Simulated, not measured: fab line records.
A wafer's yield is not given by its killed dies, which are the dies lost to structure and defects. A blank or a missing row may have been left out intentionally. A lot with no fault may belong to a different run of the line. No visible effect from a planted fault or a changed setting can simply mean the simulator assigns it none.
fab line records | flow sky130
[record] lots = 5 | wafers = 15 | last-day = 50
route steps=708 shown GATE_OXIDE@192 POLY_GATE@204 RES_PROTECT@206 PAD_OPEN@708
lots with no fault: from the same line, run without faults
start-h: hours from the record's opening day to when the first of the lot's shown wafers began | wait-h: how many hours have passed since the lot's step before this one | " identical to the entry in the row above | L1.1+2: several wafers, shown together as one row | - no value, or no start given | * or withheld: withheld | < > ~ a bound
route shown NAME@n: NAME is a module with steps in the file, n the number in the route of the first one | usual: the fault-free wafers' mean and standard deviation | same: alike in all rows | chamber/n: place in a boat | sites: the reading at each site | _std_site: standard deviation of those values | _edge_site: mean of outer sites minus mean of inner sites | radius-mm: how far each site lies from the wafer's centre | mask NAME#n: copy n | behind: the most recent tool/chamber to have shaped the wafer | hold: what put the lot on hold/how long, in hours/how the hold closed | device: which transistor (n, p or np) failed to switch | end of line: tests of these same wafers at the route's end | a step with no rows: only its recipe | killed: not the wafer's yield, but the dies lost to structure and defects at the first sort | map: a wafer's dies, x killed, . not, _ none there
set.NAME: the setting the step ran with; set.NAME@STEP: the setting that earlier step ran with | model.NAME: the simulator's own value behind a step, which no gauge read
lots at some steps of the route; a table a step, a row a wafer
services: when a tool's chamber went out of use (start-h, in hours from the record's first day, below 0 if earlier), for how many hours, and the reason
[[steps]]
[step SKY_GATE_OXIDE_COAT_05]
[recipe] resist = NOVOLAK | spin-rpm = 3000 | resist-thk-nm = 1140
[step SKY_GATE_OXIDE_SOFTBAKE_06]
[recipe] temp-c = 90 | time-s = 60 | resist = NOVOLAK
[step SKY_GATE_OXIDE_EXPOSE_07]
[recipe] mask-id = LVOM | na = 0.6 | source-shape = conventional | sigma-outer = 0.6 | polarization = unpolarized | target-cd-nm = 600 | dose-mj = 170
[step SKY_GATE_OXIDE_PEB_08]
[recipe] temp-c = withheld | time-s = * | resist = NOVOLAK
[step SKY_GATE_OXIDE_DEVELOP_09]
[recipe] resist = NOVOLAK | developer = TMAH | develop-time-s = 60 | dev-temp-c = 23
[step SKY_GATE_OXIDE_OVL_MEAS_10]
[usual] GATE_OXIDE_OVL = -0.1/1
lot.wafer | tool       | chamber | start-h | wait-h | GATE_OXIDE_OVL[nm]
L588.2    | overlay-02 | -       | 352.99  | 0.1    | -0.8
L588.3    | "          | -       | "       | "      | 0.4
L588.5    | "          | -       | "       | "      | -0.3
L590.1    | overlay-01 | -       | 383.38  | 0.1    | -1.1
L590.3    | "          | -       | "       | "      | -1.3
L590.5    | "          | -       | "       | "      | -2.9
L599.1    | overlay-02 | -       | 446.67  | 0.1    | -0.6
L599.2    | "          | -       | "       | "      | -0.1
L599.4    | "          | -       | "       | "      | -0.3
L602.2    | overlay-02 | -       | 461.58  | 0.1    | -0.6
L602.3    | "          | -       | "       | "      | -0.5
L602.4    | "          | -       | "       | "      | 0.2
L604.3    | overlay-01 | -       | 473.80  | 0.1    | -0.1
L604.4    | "          | -       | "       | "      | -0.1
L604.5    | "          | -       | "       | "      | -0.6
[step SKY_GATE_OXIDE_IMPLANT_11]
[recipe] species = B | energy-kev = 10 | dose-cm2 = 2.6e+12 | tilt-deg = withheld
[step SKY_GATE_OXIDE_WET_ETCH_12]
[recipe] chemistry = dHF | target-depth-nm = 16.8 | dry = n2-spin | target = SiO2 | dilution = 100:1 | temp-c = 25 | time-s = 336
[step SKY_GATE_OXIDE_STRIP_13]
[recipe] chemistry = O2/N2 | power-w = 1400 | pressure-mtorr = 1500 | platen-temp-c = withheld | o2-flow-sccm = 3000 | n2-flow-sccm = 300 | overash-fraction = 0.5
[usual] drypump-motor-current-A = 5.7/0.31 | oes-product-au = 0.715/0.0046 | strip-time-to-endpoint-s = 14.17/0.043
lot.wafer | tool            | chamber | start-h | wait-h | drypump-motor-current-A | oes-product-au | rf-hours-counter-h | strip-time-to-endpoint-s
L588.2    | plasma-asher-03 | 0       | 353.28  | 0.0    | 5.4                     | 0.712          | 67                 | 14.17
L588.3    | "               | 1       | "       | "      | 5.9                     | 0.714          | -                  | 14.15
L588.5    | "               | 0       | "       | "      | 5.4                     | 0.716          | -                  | 14.19
L590.1    | plasma-asher-01 | 0       | 383.67  | 0.0    | 6.3                     | 0.709          | 54                 | 14.16
L590.3    | "               | 1       | "       | "      | 5.8                     | 0.720          | -                  | 14.11
L590.5    | "               | 1       | "       | "      | 5.8                     | 0.711          | -                  | 14.13
L599.1    | plasma-asher-01 | 1       | 446.96  | 0.0    | 5.8                     | 0.715          | 61                 | 14.10
L599.2    | "               | 0       | "       | "      | 6.3                     | 0.716          | 61                 | 14.09
L599.4    | "               | 0       | "       | "      | 6.3                     | 0.720          | -                  | 14.14
L602.2    | plasma-asher-04 | 1       | 461.86  | 0.0    | 5.3                     | 0.717          | 34                 | 14.20
L602.3    | "               | 1       | "       | "      | 5.3                     | 0.707          | -                  | 14.14
L602.4    | "               | 0       | "       | "      | 5.7                     | 0.717          | -                  | 14.17
L604.3    | plasma-asher-03 | 1       | 474.11  | 0.0    | 5.8                     | 0.717          | -                  | 14.13
L604.4    | "               | 0       | "       | "      | 5.4                     | 0.718          | -                  | 14.14
L604.5    | "               | 1       | "       | "      | 5.8                     | 0.716          | -                  | 14.22
[step SKY_GATE_OXIDE_TW_MEAS_14]
[usual] GATE_OXIDE_TW = 224.3/1.7
lot.wafer | tool          | chamber | start-h | wait-h | GATE_OXIDE_TW
L588.2    | film-metro-03 | -       | 353.39  | 0.1    | 222.9
L588.3    | "             | -       | "       | "      | 223.1
L588.5    | "             | -       | "       | "      | 223.6
L590.1    | film-metro-03 | -       | 383.77  | 0.1    | 225.1
L590.3    | "             | -       | "       | "      | 223.6
L590.5    | "             | -       | "       | "      | 223.4
L599.1    | film-metro-01 | -       | 447.06  | 0.1    | 226.4
L599.2    | "             | -       | "       | "      | 225.3
L599.4    | "             | -       | "       | "      | 226.3
L602.2    | film-metro-03 | -       | 461.97  | 0.1    | 224.0
L602.3    | "             | -       | "       | "      | 224.9
L602.4    | "             | -       | "       | "      | 225.3
L604.3    | film-metro-03 | -       | 474.19  | 0.1    | 223.0
L604.4    | "             | -       | "       | "      | 223.1
L604.5    | "             | -       | "       | "      | 225.6
[step SKY_GATE_OXIDE_CLEAN_15]
[recipe] chemistry = SC1/SC2 | mix = 1:4:20 | temp-c = 70 | time-s = 150 | dry = n2-spin
[step SKY_GATE_OXIDE_OXIDATION_16]
[recipe] temp-c = 800 | ambient = O2 | idle-temp-c = 700 | ramp-up-c-per-min = 10 | ramp-down-c-per-min = 3 | stabilise-s = 600 | purge-s = 300 | target-thk-a = 35.7 | ox-time-s = 1915
[step SKY_POLY_GATE_CVD_00]
[recipe] material = poly-Si | target-thk-nm = 180 | temp-c = 620 | time-s = 720 | pressure-mtorr = 200
[usual] pressure-mtorr = 200.0/0.39
lot.wafer | tool     | chamber | start-h | wait-h | pressure-mtorr | model.poly-Si_of_POLY_GATE_CVD_00.thk-nm
L588.2    | lpcvd-01 | 0       | 355.80  | 0.0    | 200.1          | 178.5
L588.3    | "        | 0       | "       | "      | 200.3          | 177.5
L588.5    | "        | 0       | "       | "      | 200.1          | 178.9
L590.1    | lpcvd-01 | 0       | 388.96  | 0.0    | 240.3          | 199.9
L590.3    | "        | 0       | "       | "      | 240.1          | 200.1
L590.5    | "        | 0       | "       | "      | 239.8          | 200.7
L599.1    | lpcvd-01 | 0       | 449.76  | 0.6    | 200.0          | 178.7
L599.2    | "        | 0       | "       | "      | 199.9          | 178.7
L599.4    | "        | 0       | "       | "      | 200.1          | 179.1
L602.2    | lpcvd-01 | 0       | 463.60  | 0.0    | 200.4          | 178
L602.3    | "        | 0       | "       | "      | 199.9          | 180
L602.4    | "        | 0       | "       | "      | 199.8          | 178.1
L604.3    | lpcvd-01 | 0       | 475.82  | 0.0    | 199.5          | 180.2
L604.4    | "        | 0       | "       | "      | 199.8          | 178.9
L604.5    | "        | 0       | "       | "      | 199.7          | 178.7
[step SKY_POLY_GATE_THK_MEAS_01]
[recipe] reads = poly-Si_of_POLY_GATE_CVD_00
[usual] POLY_GATE_CVD_00_THK = 180.7/1.5
lot.wafer | tool          | chamber | start-h | wait-h | POLY_GATE_CVD_00_THK[nm]
L588.2    | film-metro-03 | -       | 357.01  | 0.0    | 178.4
L588.3    | "             | -       | "       | "      | 177.5
L588.5    | "             | -       | "       | "      | 178.8
L590.1    | film-metro-02 | -       | 390.16  | 0.0    | 199.8
L590.3    | "             | -       | "       | "      | 200.2
L590.5    | "             | -       | "       | "      | 200.9
L599.1    | film-metro-03 | -       | 450.96  | 0.0    | 178.7
L599.2    | "             | -       | "       | "      | 178.6
L599.4    | "             | -       | "       | "      | 179.0
L602.2    | film-metro-04 | -       | 464.81  | 0.0    | 177.9
L602.3    | "             | -       | "       | "      | 180.0
L602.4    | "             | -       | "       | "      | 178.1
L604.3    | film-metro-02 | -       | 477.04  | 0.0    | 180.1
L604.4    | "             | -       | "       | "      | 178.7
L604.5    | "             | -       | "       | "      | 178.6
[step SKY_RES_PROTECT_DEHYDRATE_00]
[recipe] temp-c = 200 | time-s = 60
[step SKY_RES_PROTECT_HMDS_01]
[recipe] prime-time-s = 60 | prime-temp-c = 120
[step SKY_RES_PROTECT_COAT_02]
[recipe] resist = NOVOLAK | spin-rpm = 3000 | resist-thk-nm = 1140
[step SKY_RES_PROTECT_SOFTBAKE_03]
[recipe] temp-c = 90 | time-s = 60 | resist = NOVOLAK
[step SKY_RES_PROTECT_EXPOSE_04]
[recipe] mask-id = RPM | na = 0.6 | source-shape = conventional | sigma-outer = 0.6 | polarization = unpolarized | target-cd-nm = 1270 | dose-mj = 131
[step SKY_RES_PROTECT_PEB_05]
[recipe] temp-c = withheld | time-s = * | resist = NOVOLAK
[step SKY_RES_PROTECT_DEVELOP_06]
[recipe] resist = NOVOLAK | developer = TMAH | develop-time-s = 60 | dev-temp-c = 23
[step SKY_POLY_GATE_IMPLANT_02]
[recipe] species = P | energy-kev = 30 | dose-cm2 = 7.7e+15 | tilt-deg = 0
[step SKY_RES_PROTECT_STRIP_07]
[recipe] chemistry = O2/N2 | power-w = 1400 | pressure-mtorr = 1500 | platen-temp-c = withheld | o2-flow-sccm = 3000 | n2-flow-sccm = 300 | overash-fraction = 0.5
[usual] drypump-motor-current-A = 5.88/0.29 | oes-product-au = 0.518/0.0042 | strip-time-to-endpoint-s = 23.29/0.044
lot.wafer | tool            | chamber | start-h | wait-h | drypump-motor-current-A | oes-product-au | rf-hours-counter-h | strip-time-to-endpoint-s
L588.2    | plasma-asher-01 | 0       | 384.82  | 0.1    | 6.32                    | 0.517          | 54                 | 23.21
L588.3    | "               | 0       | "       | "      | 6.32                    | 0.513          | -                  | 23.21
L588.5    | "               | 1       | "       | "      | 5.79                    | 0.509          | -                  | 23.17
L590.1    | plasma-asher-01 | 0       | 419.12  | 0.1    | 6.33                    | 0.517          | 58                 | 23.30
L590.3    | "               | 0       | "       | "      | 6.32                    | 0.519          | -                  | 23.36
L590.5    | "               | 0       | "       | "      | 6.33                    | 0.518          | -                  | 23.26
L599.1    | plasma-asher-03 | 0       | 481.82  | 0.1    | 5.39                    | 0.519          | 5                  | 23.33
L599.2    | "               | 1       | "       | "      | 5.86                    | 0.509          | 5                  | 23.37
L599.4    | "               | 0       | "       | "      | 5.37                    | 0.524          | -                  | 23.39
L602.2    | plasma-asher-02 | 1       | 495.43  | 0.1    | 5.73                    | 0.518          | 76                 | 23.28
L602.3    | "               | 1       | "       | "      | 5.75                    | 0.517          | -                  | 23.27
L602.4    | "               | 0       | "       | "      | 5.89                    | 0.526          | -                  | 23.28
L604.3    | plasma-asher-03 | 0       | 507.56  | 0.1    | 5.44                    | 0.520          | -                  | 23.27
L604.4    | "               | 1       | "       | "      | 5.81                    | 0.518          | -                  | 23.29
L604.5    | "               | 0       | "       | "      | 5.41                    | 0.519          | -                  | 23.30
[step SKY_RES_PROTECT_TW_MEAS_08]
[usual] POLY_GATE_TW = 4060/25
lot.wafer | tool          | chamber | start-h | wait-h | POLY_GATE_TW
L588.2    | film-metro-01 | -       | 384.93  | 0.1    | 4117
L588.3    | "             | -       | "       | "      | 4093
L588.5    | "             | -       | "       | "      | 4091
L590.1    | film-metro-04 | -       | 419.22  | 0.1    | 4044
L590.3    | "             | -       | "       | "      | 4062
L590.5    | "             | -       | "       | "      | 4064
L599.1    | film-metro-04 | -       | 481.92  | 0.1    | 4073
L599.2    | "             | -       | "       | "      | 4085
L599.4    | "             | -       | "       | "      | 4066
L602.2    | film-metro-01 | -       | 495.54  | 0.1    | 4048
L602.3    | "             | -       | "       | "      | 4056
L602.4    | "             | -       | "       | "      | 4071
L604.3    | film-metro-03 | -       | 507.65  | 0.1    | 4067
L604.4    | "             | -       | "       | "      | 4054
L604.5    | "             | -       | "       | "      | 4050
[step SKY_RES_PROTECT_CLEAN_09]
[recipe] chemistry = SC1/SC2 | mix = 1:4:20 | temp-c = 70 | time-s = 150 | dry = n2-spin
lot.wafer | tool         | chamber | start-h | wait-h | model.poly-Si_of_POLY_GATE_CVD_00.thk-nm
L588.2    | wet-bench-02 | 1       | 384.98  | 0.0    | 177.9
L588.3    | "            | 1       | "       | "      | 176.8
L588.5    | "            | 1       | "       | "      | 178.3
L590.1    | wet-bench-04 | 3       | 419.28  | 0.1    | 199.2
L590.3    | "            | 3       | "       | "      | 199.5
L590.5    | "            | 3       | "       | "      | 200.1
L599.1    | wet-bench-01 | 3       | 481.98  | 0.1    | 178.1
L599.2    | "            | 3       | "       | "      | 178
L599.4    | "            | 3       | "       | "      | 178.5
L602.2    | wet-bench-04 | 2       | 495.59  | 0.0    | 177.4
L602.3    | "            | 2       | "       | "      | 179.4
L602.4    | "            | 2       | "       | "      | 177.5
L604.3    | wet-bench-02 | 3       | 507.69  | 0.0    | 179.6
L604.4    | "            | 3       | "       | "      | 178.3
L604.5    | "            | 3       | "       | "      | 178.1
[step SKY_POLY_GATE_CVD_03]
[recipe] material = Si3N4 | precursor = DCS/NH3 | target-thk-nm = 75 | temp-c = 770 | time-s = 1290 | pressure-mtorr = 250
[step SKY_PAD_OPEN_PROBE_99]
[usual] killed_at_M0_to_M3 = 42/6.2 | killed_at_M4_up = 3.0/1.8 | killed-at-contacts = 25/5.9 | killed-at-front-end = 15/4.5 | killed-at-other = 0.2/0.45 | killed-dies = 85/9.9 | killed-open = 47/6.7 | killed-short = 39/6.4
[same] gross-dies = 492 | killed-at-back-side = 0
lot.wafer | tool      | chamber | start-h | wait-h | killed_at_M0_to_M3 | killed_at_M4_up | killed-at-contacts | killed-at-front-end | killed-at-other | killed-dies | killed-open | killed-short | model.etest.res-high-po.line-ohm-um | model.etest.licon-high-po.rc-ohm | model.etest.res-high-po.rs-ohm-sq | model.etest.cap-li-to-poly.c-af-um2 | model.etest.res-poly.rs-ohm-sq
L588.2    | prober-02 | -       | 1108.39 | 0.1    | 31                 | 0               | 34                 | 13                  | 0               | 78          | 46          | 32           | 749.1                               | 347                              | 259.6                             | 99.72                               | 48.72
L588.3    | prober-02 | -       | 1108.44 | 0.2    | 32                 | 3               | 33                 | 14                  | 0               | 82          | 48          | 34           | 745.1                               | 342.9                            | 257.6                             | 99.34                               | 48.19
L588.5    | prober-02 | -       | 1108.54 | 0.2    | 44                 | 3               | 24                 | 20                  | 0               | 91          | 51          | 40           | 742                                 | 344.4                            | 258.4                             | 99.74                               | 48.41
L590.1    | prober-01 | -       | 1133.40 | 0.1    | 39                 | 3               | 16                 | 12                  | 0               | 70          | 34          | 36           | 707.9                               | 367.7                            | 246.7                             | 103.6                               | 45.13
L590.3    | prober-01 | -       | 1133.50 | 0.2    | 41                 | 1               | 26                 | 10                  | 0               | 78          | 42          | 36           | 715.8                               | 363.5                            | 246.5                             | 105.1                               | 45.47
L590.5    | prober-01 | -       | 1133.60 | 0.2    | 38                 | 2               | 20                 | 19                  | 0               | 79          | 43          | 36           | 718.7                               | 397                              | 256.8                             | 103.5                               | 46.86
L599.1    | prober-02 | -       | 1176.78 | 0.1    | 43                 | 1               | 28                 | 13                  | 0               | 85          | 42          | 43           | 765.4                               | 358.2                            | 266                               | 99.01                               | 48.78
L599.2    | prober-02 | -       | 1176.83 | 0.1    | 47                 | 3               | 30                 | 9                   | 0               | 89          | 50          | 39           | 757.5                               | 356.8                            | 264.7                             | 99.68                               | 48.66
L599.4    | prober-02 | -       | 1176.93 | 0.2    | 33                 | 4               | 25                 | 7                   | 0               | 69          | 43          | 26           | 759.1                               | 351.1                            | 268.3                             | 98.47                               | 48.41
L602.2    | prober-02 | -       | 1188.00 | 0.1    | 38                 | 5               | 17                 | 10                  | 0               | 70          | 44          | 26           | 754.5                               | 357.8                            | 269.2                             | 99.61                               | 49.33
L602.3    | prober-02 | -       | 1188.05 | 0.2    | 39                 | 3               | 24                 | 15                  | 0               | 81          | 42          | 39           | 760.4                               | 355.7                            | 264.7                             | 99.56                               | 48.88
L602.4    | prober-02 | -       | 1188.10 | 0.2    | 34                 | 4               | 18                 | 17                  | 0               | 73          | 43          | 30           | 761.5                               | 349.9                            | 265.6                             | 99.77                               | 49.51
L604.3    | prober-02 | -       | 1189.75 | 0.2    | 36                 | 2               | 35                 | 18                  | 0               | 91          | 51          | 40           | 739.4                               | 346.8                            | 258.8                             | 100.7                               | 48.37
L604.4    | prober-02 | -       | 1189.80 | 0.2    | 53                 | 3               | 23                 | 14                  | 1               | 94          | 47          | 47           | 753.8                               | 340.5                            | 262.5                             | 99.56                               | 48.39
L604.5    | prober-02 | -       | 1189.85 | 0.2    | 44                 | 1               | 23                 | 13                  | 0               | 81          | 47          | 34           | 758.9                               | 352.2                            | 262.2                             | 100.1                               | 48.72
// killed by level:class
L588.2 LI_CONTACT:geometric-particle:open=14 CONTACT:geometric-particle:open=10 VIA1:geometric-particle:open=6 VIA1:geometric-particle:short=5 VIA2:geometric-particle:open=5 FIELD_ISO:geometric-particle:open=4 METAL1:geometric-particle:short=4 LOCAL_INTERCONNECT:geometric-particle:short=4
L588.3 LI_CONTACT:geometric-particle:open=12 VIA1:geometric-particle:open=10 LI_CONTACT:geometric-particle:short=7 CONTACT:geometric-particle:short=6 VIA3:geometric-particle:open=6 VIA2:geometric-particle:open=6 POLY_GATE:geometric-particle:short=5 POLY_GATE:geometric-particle:open=5
L588.5 VIA3:geometric-particle:open=10 CONTACT:geometric-particle:open=9 VIA1:geometric-particle:open=8 VIA2:geometric-particle:open=7 LI_CONTACT:geometric-particle:open=6 VIA1:geometric-particle:short=6 FIELD_ISO:geometric-particle:short=5 POLY_GATE:geometric-particle:short=5
L590.1 VIA1:geometric-particle:open=12 CONTACT:geometric-particle:open=7 METAL1:geometric-particle:short=7 METAL2:geometric-particle:short=7 LI_CONTACT:geometric-particle:open=5 FIELD_ISO:geometric-particle:short=4 POLY_GATE:geometric-particle:short=3 VIA1:geometric-particle:short=3
L590.3 CONTACT:geometric-particle:open=12 METAL1:geometric-particle:short=7 METAL2:geometric-particle:short=7 LI_CONTACT:geometric-particle:open=6 VIA1:geometric-particle:open=6 VIA1:geometric-particle:short=5 VIA2:geometric-particle:open=5 VIA3:geometric-particle:open=4
L590.5 VIA3:geometric-particle:open=10 LI_CONTACT:geometric-particle:open=7 CONTACT:geometric-particle:open=7 METAL2:geometric-particle:short=7 FIELD_ISO:geometric-particle:short=5 FIELD_ISO:geometric-particle:open=4 VIA2:geometric-particle:open=4 VIA2:geometric-particle:short=4
L599.1 VIA1:geometric-particle:open=9 METAL1:geometric-particle:short=8 LI_CONTACT:geometric-particle:open=7 VIA2:geometric-particle:open=6 LOCAL_INTERCONNECT:geometric-particle:short=6 CONTACT:geometric-particle:short=6 VIA3:geometric-particle:open=5 CONTACT:geometric-particle:open=5
L599.2 VIA2:geometric-particle:open=12 CONTACT:geometric-particle:open=12 LI_CONTACT:geometric-particle:open=7 CONTACT:geometric-particle:short=6 METAL2:geometric-particle:short=6 VIA3:geometric-particle:open=5 VIA2:geometric-particle:short=4 VIA1:geometric-particle:short=4
L599.4 CONTACT:geometric-particle:open=12 VIA1:geometric-particle:open=7 CONTACT:geometric-particle:short=5 VIA2:geometric-particle:open=5 LI_CONTACT:geometric-particle:open=4 VIA1:geometric-particle:short=4 VIA3:geometric-particle:short=4 VIA3:geometric-particle:open=4
L602.2 VIA1:geometric-particle:open=9 VIA2:geometric-particle:open=8 VIA3:geometric-particle:open=6 CONTACT:geometric-particle:open=6 METAL1:geometric-particle:short=5 FIELD_ISO:geometric-particle:open=4 LI_CONTACT:geometric-particle:open=4 VIA1:geometric-particle:short=4
L602.3 CONTACT:geometric-particle:open=10 VIA1:geometric-particle:open=9 VIA2:geometric-particle:open=8 CONTACT:geometric-particle:short=6 METAL2:geometric-particle:short=6 FIELD_ISO:geometric-particle:open=5 LOCAL_INTERCONNECT:geometric-particle:short=5 FIELD_ISO:geometric-particle:short=4
L602.4 VIA1:geometric-particle:open=9 FIELD_ISO:geometric-particle:open=7 CONTACT:geometric-particle:open=6 VIA2:geometric-particle:open=6 FIELD_ISO:geometric-particle:short=5 METAL3:geometric-particle:short=5 VIA3:geometric-particle:open=4 LOCAL_INTERCONNECT:geometric-particle:short=3
L604.3 LI_CONTACT:geometric-particle:open=10 CONTACT:geometric-particle:open=10 VIA1:geometric-particle:open=6 METAL2:geometric-particle:short=6 POLY_GATE:geometric-particle:open=5 LOCAL_INTERCONNECT:geometric-particle:short=5 METAL1:geometric-particle:short=5 VIA2:geometric-particle:open=5
L604.4 VIA2:geometric-particle:open=8 METAL2:geometric-particle:short=8 METAL1:geometric-particle:short=8 CONTACT:geometric-particle:open=7 VIA1:geometric-particle:open=7 VIA1:geometric-particle:short=6 POLY_GATE:geometric-particle:open=5 LI_CONTACT:geometric-particle:open=5
L604.5 VIA1:geometric-particle:open=12 CONTACT:geometric-particle:open=9 VIA2:geometric-particle:open=7 LOCAL_INTERCONNECT:geometric-particle:short=6 METAL3:geometric-particle:short=6 VIA3:geometric-particle:open=5 FIELD_ISO:geometric-particle:open=4 POLY_GATE:geometric-particle:short=3
[[services]]
tool            | chamber | start-h | hours | kind
plasma-asher-01 | -       | 348.79  | 0.6   | repair
lpcvd-01        | -       | 390.26  | 2.8   | pm
plasma-asher-01 | -       | 394.54  | 1.0   | repair
plasma-asher-02 | -       | 396.30  | 31.3  | pm
plasma-asher-03 | -       | 421.25  | 9.0   | pm
plasma-asher-03 | 0       | 421.25  | 9.0   | vent-cycle
plasma-asher-03 | 1       | 421.25  | 9.0   | vent-cycle
plasma-asher-04 | -       | 427.30  | 2.5   | repair
plasma-asher-03 | 0       | 430.25  | -     | clean
plasma-asher-03 | 1       | 430.25  | -     | clean
plasma-asher-02 | -       | 460.99  | 2.3   | repair
wet-bench-02    | -       | 491.13  | 1.9   | pm
plasma-asher-03 | -       | 491.72  | 5.3   | repair
plasma-asher-01 | -       | 498.76  | 2.2   | repair
wet-bench-02    | -       | 500.85  | 3.4   | repair
[[key]]
[first-sign] step = SKY_POLY_GATE_CVD_00 | reading = pressure-mtorr | direction = up | sigmas = 99+ | usual = 200.0 | struck = 240.1
[effect] step = SKY_POLY_GATE_THK_MEAS_01 | reading = POLY_GATE_CVD_00_THK | direction = up | sigmas = 13 | usual = 180.7 | struck = 200.3
[model-effect] step = SKY_POLY_GATE_CVD_00 | value = poly-Si_of_POLY_GATE_CVD_00.thk-nm | without = 183.1 | struck = 200.2
[model-effect] step = SKY_RES_PROTECT_CLEAN_09 | value = poly-Si_of_POLY_GATE_CVD_00.thk-nm | without = 182.4 | struck = 199.6
[model-effect] step = SKY_PAD_OPEN_PROBE_99 | value = etest.res-high-po.line-ohm-um | without = 748 | struck = 714.1
met-at SKY_POLY_GATE_CVD_00
struck-wafers L590.1,L590.3,L590.5
tester-left-out L590
onset-between 355.80 388.96
[fault] kind = process-parameter-drift | tool = lpcvd-01 | chamber = 0 | onset-h = 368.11 | steps = SKY_POLY_GATE_CVD_00 | channel = pressure-mtorr | offset = 40 | shape = step | end-h = 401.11 | stated = 200
// tester-left-out: of these lots the tester's yield and bins aren't shown, on N5 and GAA mostly nor the transistor test; their killed dies are dies lost to structure and defects alone, not to doping, threshold or leakage, so they don't give the yield
